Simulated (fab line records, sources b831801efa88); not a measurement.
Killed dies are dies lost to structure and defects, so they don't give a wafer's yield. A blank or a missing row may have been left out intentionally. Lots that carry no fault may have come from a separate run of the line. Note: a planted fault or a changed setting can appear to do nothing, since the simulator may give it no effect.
A lot that was struck, set against a sound lot	flow gf180mcu	20 out of 602 route steps
Sound: the wafers L845.1, L845.2, L845.5. The struck wafers were L835.2, L835.3, L835.5. Last of all comes the cause.
Each step with rows lists, per side, the tool, then ch with its chambers, then its first start. Under that, the readings that differ: sound wafers	struck wafers	difference of the means	sigmas: that difference in standard deviations of wafers without a fault.
alike: a reading whose means differ by less than 2 such deviations, as well as words and numbers matching on both sides. not compared: withheld readings; readings where some wafer has no value; bounds like >300 that might hide an equal value; numbers whose values overlap and for which the record gives no deviation.
Wherever a step has rows on one side only, a row that says differs or no value, or a row with sigmas, the two part there. Numbers that don't overlap but have no deviation are shown without sigmas and don't part them. Lack of a reading on every wafer of one side parts them only where that side has two or more wafers.

GF_VT_IMPLANT_RTA_45: time 30 s.
  sound on rtp-anneal-02 ch 0, day 11 20:26; struck on rtp-anneal-02 ch 0, day 8 23:38
  alike: chamber-o2-ppm, lamp-power-pct, wafer_temp_C_max
GF_VT_IMPLANT_RS_MEAS_46: uses a four-point probe to measure.
  sound on film-metro-01, day 11 20:32; struck on film-metro-04, day 8 23:44
  alike: MVSD_RS
GF_VT_IMPLANT_RS_MEAS_47: uses a four-point probe to measure.
  sound on film-metro-01, day 11 20:39; struck on film-metro-04, day 8 23:51
  alike: NWELL_RS
GF_VT_IMPLANT_RS_MEAS_48: uses a four-point probe to measure.
  sound on film-metro-01, day 11 20:46; struck on film-metro-04, day 8 23:58
  alike: LVPWELL_RS
GF_VT_IMPLANT_RS_MEAS_49: uses a four-point probe to measure.
  sound on film-metro-01, day 11 20:53; struck on film-metro-04, day 9 00:05
reading	sound	struck	difference	sigmas
MVPSD_RS (ohm/sq)	1164 1162 1163	1174 1175 1174	+11	+4
then, 4 steps without rows for these wafers: GF_VT_IMPLANT_WET_ETCH_50 (etches SiO2 in dHF, target depth 20 nm, time 386.5 s); GF_DUAL_GATE_CLEAN_00 (cleans in SC1/SC2, time 150 s); GF_DUAL_GATE_CLEAN_01 (cleans in dHF, time 20 s); GF_DUAL_GATE_OXIDATION_02 (stabilise 600 s, purge 300 s, target thk 10.887 nm).
GF_DUAL_GATE_THK_MEAS_03:
  sound on film-metro-02, day 11 22:58; struck on film-metro-03, day 9 02:34
  alike: DUAL_GATE_OXIDATION_00_THK
then, 2 steps without rows for these wafers: GF_DUAL_GATE_DEHYDRATE_04 (time 60 s); GF_DUAL_GATE_HMDS_05 (prime time 60 s).
GF_DUAL_GATE_COAT_06: resist thk 1000 nm.
  struck on litho-track-02, day 9 10:44; sound on litho-track-01 ch 0, day 12 07:47
  no value came back on the struck wafers for chill-plate-temp-C (C), dispense-pressure-kPa (kPa); on the sound wafers chill-plate-temp-C (C) reads 22.96 23.02 22.85
then, 4 steps without rows for these wafers: GF_DUAL_GATE_SOFTBAKE_07 (time 60 s); GF_DUAL_GATE_EXPOSE_08 (exposes mask Dualgate, target cd 700 nm); GF_DUAL_GATE_PEB_09; GF_DUAL_GATE_DEVELOP_10 (develop time 60 s).
GF_DUAL_GATE_OVL_MEAS_11:
  sound on overlay-01, day 12 17:40; struck on overlay-02, day 9 19:29
reading	sound	struck	difference	sigmas
DUAL_GATE_OVL (nm)	0.9 1.1 0.3	- - -	no value on the struck wafers	
then, 1 step without rows for these wafers: GF_DUAL_GATE_WET_ETCH_12 (etches SiO2 in dHF, target depth 13 nm, time 260 s).
-- here the record skips 21 days between the struck wafers' starts before and after, leaving off in module DUAL_GATE and picking up in module PASSIVATION (first step shown: number 602 of the route) --
GF_PASSIVATION_PROBE_99:
  only the struck wafers here have rows in the record (prober-02, day 30 15:13); the sound ones have none

## WHERE THEY PART
First at GF_VT_IMPLANT_RS_MEAS_49; last, within this record, at GF_PASSIVATION_PROBE_99.

WHY: whatever the simulator had introduced
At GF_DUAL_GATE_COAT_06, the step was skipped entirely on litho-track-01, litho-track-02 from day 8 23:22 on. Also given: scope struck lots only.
